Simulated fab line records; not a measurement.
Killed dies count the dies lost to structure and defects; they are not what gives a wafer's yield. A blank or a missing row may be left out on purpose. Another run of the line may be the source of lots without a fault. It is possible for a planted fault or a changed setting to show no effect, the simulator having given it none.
Problem report, 8D (eight disciplines) form, completed by code / flow sfq_line / the parts of the form that need people (team, actions taken, sign-off) are left out

== 1. WHAT WENT WRONG ==
time_to_endpoint_s at SFQ_TRILAYER_I4_CMP_CMP_100 reads a mean of 122 s on 2 wafers of 2 lots; wafers without a fault read 211 s with a standard deviation of 6.8. Relative to the usual mean, that is a shift of -13 standard deviations.
The step: polishes SiO2.
The first sign was on wafer L975.4 at day 51 17:37, on cmp-01. The record holds 42 wafers of 14 lots with a number at this step. Rule for "out", or "out of limits": more than 4 standard deviations from the usual mean. The other wafers with a number count as sound.

== 2. WHAT IT IS; WHAT IT IS NOT ==
question=which readings at this step | is=time_to_endpoint_s | is not=motor_current_A
question=which lots | is=L975, L976 | is not=L961, L962, L963, L964, L965, L967, L968, L969, L971, L973, L978, L979
question=which wafers of those lots | is=L975.4, L976.4 | is not=L975.1, L975.5, L976.3, L976.6
question=read on which tools | is=cmp-01 | is not=cmp-02
question=when | is=from day 51 17:37 | is not=up to then (31 sound wafers); but 9 sound wafers of L975, L976, L978, L979 came after

== 3. THE SUSPECTS, EACH WITH WHAT RULES IT OUT ==
Counting: any tool at a process step up to the reading remains a suspect provided it ran every lot that is out. Sound lots after the first of them don't rule it out here, since some wafers of a struck lot are sound.
- cmp-01 at SFQ_TRILAYER_I4_CMP_CMP_100 (polishes SiO2): kept. Ran every lot that is out, first one L975 (day 51 17:37); last sound lot up to then L969 (day 48 21:58). Its own readings are out on those wafers: time_to_endpoint_s.
The count leaves cmp-01 at SFQ_TRILAYER_I4_CMP_CMP_100.

== 4. THE CAUSE (what the simulator had put in) ==
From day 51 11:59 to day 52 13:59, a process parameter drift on cmp-01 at SFQ_TRILAYER_I4_CMP_CMP_100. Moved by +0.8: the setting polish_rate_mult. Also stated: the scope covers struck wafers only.
After counting, this tool was the only one left.

== 5. THE CHAIN OF EFFECTS, in route order ==
Each row: a reading where the mean over the struck wafers with a number is more than 3 standard deviations away from the usual. Only readings whose record carries a usual standard deviation are examined. hours: median over the lots of the time between each lot's start at the first step of this table that gives one and its start at this step. sigmas: the change, counted in usual standard deviations.
hours=0; step=SFQ_TRILAYER_I4_CMP_CMP_100; reading=time_to_endpoint_s; usual=211 s; on struck wafers=122; change=-89; sigmas=-13
Its process steps:
- SFQ_TRILAYER_I4_CMP_CMP_100: polishes SiO2.

== 6. HOW IT WOULD HAVE BEEN CAUGHT EARLIER ==
In this record the first reading out of limits was taken at day 51 17:37, 6 hours after the fault began at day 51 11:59.
